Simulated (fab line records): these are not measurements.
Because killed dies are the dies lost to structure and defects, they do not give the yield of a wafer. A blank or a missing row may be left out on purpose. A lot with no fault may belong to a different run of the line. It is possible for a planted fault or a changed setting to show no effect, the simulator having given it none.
Chamber matching / flow gf180mcu / cmp-02 running GF_CONTACT_CMP_27: 4 sister chambers
The step polishes, stops on SiO2, t overpolish 15 s, target thk 0 nm. 16 wafers are shown with their chamber, then 8 later ones without.

WAFERS PAIRED WITH THEIR CHAMBERS
wafer=L388.3; chamber=2; motor_current_A (A)=12.0; head_pressure_psi (psi)=3.516; retaining_ring_pressure_frac=1.003
wafer=L388.5; chamber=0; motor_current_A (A)=10.2; head_pressure_psi (psi)=3.490; retaining_ring_pressure_frac=1.005
wafer=L388.6; chamber=1; motor_current_A (A)=9.8; head_pressure_psi (psi)=3.513; retaining_ring_pressure_frac=1.002
wafer=L389.2; chamber=1; motor_current_A (A)=9.7; head_pressure_psi (psi)=3.492; retaining_ring_pressure_frac=0.997
wafer=L389.3; chamber=0; motor_current_A (A)=10.3; head_pressure_psi (psi)=3.495; retaining_ring_pressure_frac=0.994
wafer=L389.5; chamber=0; motor_current_A (A)=10.3; head_pressure_psi (psi)=3.489; retaining_ring_pressure_frac=0.990
wafer=L391.1; chamber=2; motor_current_A (A)=11.9; head_pressure_psi (psi)=3.500; retaining_ring_pressure_frac=0.997
wafer=L391.2; chamber=1; motor_current_A (A)=10.7; head_pressure_psi (psi)=3.498; retaining_ring_pressure_frac=0.992
wafer=L391.3; chamber=3; motor_current_A (A)=11.9; head_pressure_psi (psi)=3.494; retaining_ring_pressure_frac=1.003
wafer=L392.3; chamber=0; motor_current_A (A)=9.9; head_pressure_psi (psi)=3.492; retaining_ring_pressure_frac=0.997
wafer=L392.5; chamber=3; motor_current_A (A)=12.2; head_pressure_psi (psi)=3.495; retaining_ring_pressure_frac=1.001
wafer=L392.6; chamber=0; motor_current_A (A)=10.3; head_pressure_psi (psi)=3.492; retaining_ring_pressure_frac=1.003
wafer=L394.2; chamber=0; motor_current_A (A)=10.7; head_pressure_psi (psi)=3.492; retaining_ring_pressure_frac=1.000
wafer=L394.3; chamber=1; motor_current_A (A)=9.6; head_pressure_psi (psi)=3.496; retaining_ring_pressure_frac=0.993
wafer=L394.5; chamber=2; motor_current_A (A)=12.2; head_pressure_psi (psi)=3.510; retaining_ring_pressure_frac=1.003
wafer=L404.1; chamber=2; motor_current_A (A)=12.1; head_pressure_psi (psi)=3.495; retaining_ring_pressure_frac=1.006

SIGNATURES (means of the wafers above)
reading=motor_current_A; chamber 0=10.283; chamber 1=9.950; chamber 2=12.050; chamber 3=12.050; scatter within a chamber=0.315
reading=head_pressure_psi; chamber 0=3.49167; chamber 1=3.49975; chamber 2=3.50525; chamber 3=3.49450; scatter within a chamber=0.00674
reading=retaining_ring_pressure_frac; chamber 0=0.99817; chamber 1=0.99600; chamber 2=1.00225; chamber 3=1.00200; scatter within a chamber=0.0047
Rule: a wafer's distance from a chamber is the root of the sum, over the readings, of the square of ((its reading less the chamber's mean) divided by the reading's scatter). If the next closest chamber is less than 2 further off than the closest, the wafer can't be placed; otherwise it belongs to the closest. The scatter is the square root of a quotient: the sum, over the shown wafers, of each reading's squared deviation from its chamber's mean, divided by wafers minus chambers.

WAFERS WHOSE CHAMBER IS MISSING
wafer=L404.4; motor_current_A (A)=11.1; head_pressure_psi (psi)=3.503; retaining_ring_pressure_frac=0.998
wafer=L404.6; motor_current_A (A)=11.6; head_pressure_psi (psi)=3.505; retaining_ring_pressure_frac=1.001
wafer=L405.2; motor_current_A (A)=11.7; head_pressure_psi (psi)=3.507; retaining_ring_pressure_frac=1.001
wafer=L405.4; motor_current_A (A)=11.5; head_pressure_psi (psi)=3.494; retaining_ring_pressure_frac=1.007
wafer=L405.6; motor_current_A (A)=12.1; head_pressure_psi (psi)=3.501; retaining_ring_pressure_frac=0.998
wafer=L406.2; motor_current_A (A)=10.7; head_pressure_psi (psi)=3.511; retaining_ring_pressure_frac=0.997
wafer=L406.3; motor_current_A (A)=9.8; head_pressure_psi (psi)=3.497; retaining_ring_pressure_frac=1.000
wafer=L406.5; motor_current_A (A)=10.1; head_pressure_psi (psi)=3.491; retaining_ring_pressure_frac=1.001

THE CHAMBER EACH PASSED THROUGH
wafer=L404.4; from the rows above=can't be placed: 0 or 2 or 3 or 1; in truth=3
wafer=L404.6; from the rows above=can't be placed: 2 or 3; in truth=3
wafer=L405.2; from the rows above=can't be placed: 2 or 3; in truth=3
wafer=L405.4; from the rows above=can't be placed: 3 or 2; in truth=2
wafer=L405.6; from the rows above=can't be placed: 2 or 3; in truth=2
wafer=L406.2; from the rows above=can't be placed: 1 or 0 or 2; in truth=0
wafer=L406.3; from the rows above=can't be placed: 1 or 0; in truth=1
wafer=L406.5; from the rows above=can't be placed: 0 or 1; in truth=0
0 of 8 placed correctly. These rows do not allow placing 8 (true chamber among the candidates in 8). Wrongly placed: 0.
